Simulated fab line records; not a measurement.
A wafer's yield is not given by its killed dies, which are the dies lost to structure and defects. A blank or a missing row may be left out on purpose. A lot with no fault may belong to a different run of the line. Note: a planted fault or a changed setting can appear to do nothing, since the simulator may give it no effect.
Matching of chambers + flow sky130 + SKY_FIELD_ISO_ETCH_15 on rieDiel-01 has 4 sister chambers
The step etches the open film in CHF3/O2, stops on Si, target depth 180 nm, time 72 s. 4 wafers are shown with their chamber, then 7 later ones without.

== WAFERS WITH THEIR CHAMBER ==
| wafer  | chamber | chf3FlowSccm (sccm) |
|--------|---------|---------------------|
| L078.4 | 0       | 50.30               |
| L084.1 | 2       | 49.97               |
| L086.2 | 1       | 49.94               |
| L086.5 | 3       | 49.72               |

== WAFERS WITH NO CHAMBER GIVEN ==
| wafer  | chf3FlowSccm (sccm) |
|--------|---------------------|
| L086.6 | 50.14               |
| L089.1 | 49.89               |
| L089.3 | 49.94               |
| L089.5 | 49.98               |
| L096.2 | 50.05               |
| L096.4 | 49.94               |
| L096.6 | 49.74               |

== CHAMBER TAKEN BY EACH ==
| wafer  | from the rows above          | in truth |
|--------|------------------------------|----------|
| L086.6 | can't be placed: 0 or 2 or 1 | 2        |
| L089.1 | can't be placed: 1 or 2 or 3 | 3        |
| L089.3 | can't be placed: 1 or 2      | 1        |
| L089.5 | can't be placed: 2 or 1      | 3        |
| L096.2 | can't be placed: 2 or 1      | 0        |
| L096.4 | can't be placed: 1 or 2      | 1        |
| L096.6 | 3                            | 3        |
Correct placement for 1 of the 7. Unplaceable from these rows: 6, with the true chamber sitting among the candidates in 4. Wrongly placed: 0.
How it was worked out, from the rows above alone: a wafer's distance from a chamber is the root of the sum, over the readings, of the square of ((its reading less the chamber's mean) divided by the reading's scatter). The wafer belongs to the nearest chamber; if the next one is less than 2 further off, it can't be placed. Each chamber's mean is taken over the wafers shown for it. The scatter: with one shown wafer a chamber, the root of the mean of the squares of how far each hidden wafer lies from its nearest shown one.
